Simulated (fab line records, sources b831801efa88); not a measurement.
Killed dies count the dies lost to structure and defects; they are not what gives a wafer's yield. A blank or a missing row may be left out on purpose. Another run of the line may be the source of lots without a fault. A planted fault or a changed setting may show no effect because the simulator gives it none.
Comparing a struck lot with a sound one || flow sfq_line || 25 out of 325 route steps
Sound: the wafers L890.1, L890.2, L890.5. Struck: wafer L901.4; the same lot's L901.1 was not struck, so it is left out; see the end for the cause.
For every step that has rows: the tool of each side, followed by ch and its chambers, followed by its first start. Under that, the readings that differ: sound wafers || struck wafers || difference of the means || sigmas: that difference in standard deviations of wafers without a fault.
alike: a reading whose means differ by less than 2 such deviations, as well as words and numbers matching on both sides. not compared: withheld readings; readings where some wafer has no value; bounds like >300 that might hide an equal value; numbers whose values overlap and for which the record gives no deviation.
Wherever a step has rows on one side only, a row that says differs or no value, or a row with sigmas, the two part there. Non-overlapping numbers with no deviation appear without sigmas and do not part them. A reading that every wafer of one side lacks parts them only if that side has two wafers or more.

first, 6 steps without rows for these wafers: SFQ_TRILAYER_M7_LITHO_COAT_182 (resist thk 62 nm); SFQ_TRILAYER_M7_LITHO_COAT_177 (resist thk 600 nm); SFQ_TRILAYER_M7_LITHO_SOFTBAKE_181; SFQ_TRILAYER_M7_LITHO_EXPOSE_178 (exposes mask M7, target cd 500 nm); SFQ_TRILAYER_M7_LITHO_PEB_180 (peb time 60 s); SFQ_TRILAYER_M7_LITHO_DEVELOP_179 (time 60 s).
SFQ_M7_OVL_MEAS_945:
  sound on overlay-02, day 76 12:13; struck on overlay-01, day 85 19:13
{"reading": "M7_OVL (nm)", "sound": "-5 -4 -5", "struck": 5, "difference": "+10", "sigmas": "+2"}
SFQ_TRILAYER_M7_BARC_OPEN_METAL_ETCH_229: etches BARC in O2, target depth 125 nm, time 41.7 s.
  sound on rie_metal-03 ch 0,1, day 76 12:15; struck on rie_metal-04 ch 1, day 85 19:16
  alike: bias_w, drypump_motor_current_A, oes_product_au
  not compared: rf_hours_counter_h
SFQ_TRILAYER_M7_ETCH_METAL_ETCH_180: etches Nb in Cl2/Ar, stops on SiO2, target depth 240 nm, time 120 s.
  sound on rie_metal-03 ch 0,1, day 76 12:19; struck on rie_metal-04 ch 1, day 85 19:19
{"reading": "bias_w (W)", "sound": "79.83 79.84 79.78", "struck": 80.24, "difference": "+0.42", "sigmas": "+2"}
  alike: drypump_motor_current_A, oes_product_au
  not compared: rf_hours_counter_h
SFQ_TRILAYER_M7_STRIP_STRIP_181: strips in O2.
  sound on rie_metal-03 ch 0,1, day 76 12:26; struck on rie_metal-04 ch 1, day 85 19:26
  alike: drypump_motor_current_A, oes_product_au
  not compared: rf_hours_counter_h
then, 1 step without rows for these wafers: SFQ_TRILAYER_M7_STRIP_SOLV_CLEAN_182 (cleans in NMP, time 600 s).
SFQ_TRILAYER_I7_DEP_PECVD_183: deposits SiO2 from SiH4/N2O, time 111.11 s, target thk 500 nm.
  sound on pecvd-02 ch 0,1,2, day 76 13:23; struck on pecvd-03 ch 2, day 85 20:13
  alike: heater_power_w, throttle_valve_pct
SFQ_TRILAYER_I7_CMP_CMP_184: polishes SiO2.
  sound on cmp-02 ch 0,2,3, day 76 20:31; struck on cmp-02 ch 0, day 86 00:12
{"reading": "time_to_endpoint_s (s)", "sound": "213 218 218", "struck": 198, "difference": -18, "sigmas": -2}
{"reading": "model.SiO2_of_TRILAYER_I7_DEP_PECVD_183.thk_nm (nm)", "sound": "199.8 203.2 200.5", "struck": 251.3, "difference": "+50.1", "sigmas": ""}
  alike: motor_current_A
SFQ_I7_BOW_MEAS_946:
  sound on film_metro-02, day 76 23:01; struck on film_metro-01, day 86 01:42
{"reading": "I7_BOW (um)", "sound": "13 15 15", "struck": -15, "difference": -29, "sigmas": -3}
SFQ_TRILAYER_I7_METRO_MEASURE_185:
  sound on film_metro-02, day 76 23:08; struck on film_metro-01, day 86 01:49
{"reading": "thk_nm (nm)", "sound": "199.9 203.2 200.4", "struck": 251.3, "difference": "+50.1", "sigmas": "+46"}
then, 6 steps without rows for these wafers: SFQ_TRILAYER_I7_VIA_LITHO_COAT_192 (resist thk 62 nm); SFQ_TRILAYER_I7_VIA_LITHO_COAT_187 (resist thk 650 nm); SFQ_TRILAYER_I7_VIA_LITHO_SOFTBAKE_191; SFQ_TRILAYER_I7_VIA_LITHO_EXPOSE_188 (exposes mask I7, target cd 1000 nm); SFQ_TRILAYER_I7_VIA_LITHO_PEB_190 (peb time 60 s); SFQ_TRILAYER_I7_VIA_LITHO_DEVELOP_189 (time 60 s).
SFQ_I7_OVL_MEAS_947:
  sound on overlay-01, day 80 18:10; struck on overlay-01, day 86 07:01
  alike: I7_OVL
SFQ_TRILAYER_I7_VIA_BARC_OPEN_VIA_ETCH_260: etches BARC in O2, target depth 125 nm, time 41.7 s.
  sound on rie_diel-01 ch 0,2,3, day 80 18:12; struck on rie_diel-02 ch 3, day 86 07:04
  alike: bias_w, drypump_motor_current_A, oes_product_au
  not compared: rf_hours_counter_h
SFQ_TRILAYER_I7_VIA_ETCH_VIA_ETCH_190: etches SiO2 in CHF3, stops on Nb, target depth 260 nm.
  sound on rie_diel-01 ch 0,2,3, day 80 18:14; struck on rie_diel-02 ch 3, day 86 07:06
{"reading": "oes_product_au (a.u.)", "sound": "0.854 0.861 0.853", "struck": 0.966, "difference": "+0.110", "sigmas": "+22"}
{"reading": "model.etch.depth_nm (nm)", "sound": "199.8 203.2 200.5", "struck": 251.3, "difference": "+50.1", "sigmas": ""}
{"reading": "model.I7.feature_depth_nm (nm)", "sound": "199.8 203.2 200.5", "struck": 251.3, "difference": "+50.1", "sigmas": ""}
  alike: bias_w, drypump_motor_current_A
then, 1 step without rows for these wafers: SFQ_TRILAYER_I7_VIA_STRIP_STRIP_191 (strips in O2).

== WHERE THEY PART ==
Last at SFQ_TRILAYER_I7_VIA_ETCH_VIA_ETCH_190 as far as this record goes, first at SFQ_M7_OVL_MEAS_945.

WHY: what the simulator had put in
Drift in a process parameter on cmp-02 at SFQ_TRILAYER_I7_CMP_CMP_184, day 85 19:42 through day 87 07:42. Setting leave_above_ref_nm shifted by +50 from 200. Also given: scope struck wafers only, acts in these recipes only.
